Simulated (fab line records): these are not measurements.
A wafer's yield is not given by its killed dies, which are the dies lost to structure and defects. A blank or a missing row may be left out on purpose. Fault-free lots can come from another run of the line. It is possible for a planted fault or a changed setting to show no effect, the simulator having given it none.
Chamber matching	flow sky130	SKY_VIA3_ETCH_15 on rieDiel-04: 4 sister chambers
The step etches SiO2 in C4F8/O2/Ar, stops on TiN, target depth 507 nm, time 78 s. 8 wafers are shown with their chamber, then 7 later ones without.

WAFERS PAIRED WITH THEIR CHAMBERS
wafer	chamber	chamberPressureMTorr (mTorr)	oesProductAu (a.u.)
L941.1	0	40.04	0.950
L941.4	1	40.01	0.943
L952.6	3	39.95	0.944
L953.1	3	39.98	0.950
L953.2	2	39.98	0.957
L953.3	0	40.07	0.940
L957.2	1	39.99	0.949
L957.4	2	40.02	0.944

WAFERS MISSING THEIR CHAMBER
wafer	chamberPressureMTorr (mTorr)	oesProductAu (a.u.)
L957.6	40.06	0.943
L958.2	39.98	0.947
L958.3	40.04	0.952
L958.5	40.02	0.944
L960.1	40.00	0.945
L960.3	40.00	0.951
L960.5	40.01	0.929

EACH ONE'S CHAMBER
wafer	from the rows above	in truth
L957.6	0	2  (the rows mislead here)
L958.2	can't be placed: 3 or 1 or 2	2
L958.3	can't be placed: 0 or 2 or 1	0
L958.5	can't be placed: 1 or 2 or 0 or 3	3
L960.1	can't be placed: 1 or 2 or 3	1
L960.3	can't be placed: 2 or 1 or 3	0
L960.5	can't be placed: 1 or 0 or 2 or 3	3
Correct placement for 0 of the 7. These rows do not allow placing 6 (true chamber among the candidates in 5). 1 placed wrongly.
How it was worked out, from the rows above alone: a wafer's distance from a chamber is the root of the sum, over the readings, of the square of ((its reading less the chamber's mean) divided by the reading's scatter). The wafer belongs to the nearest chamber; if the next one is less than 2 further off, it can't be placed. Each chamber's mean is taken over the wafers shown for it. How the scatter is found: for the shown wafers, subtract from each reading the mean of its chamber, square and add these, divide the total by (wafers less chambers), then take the root.
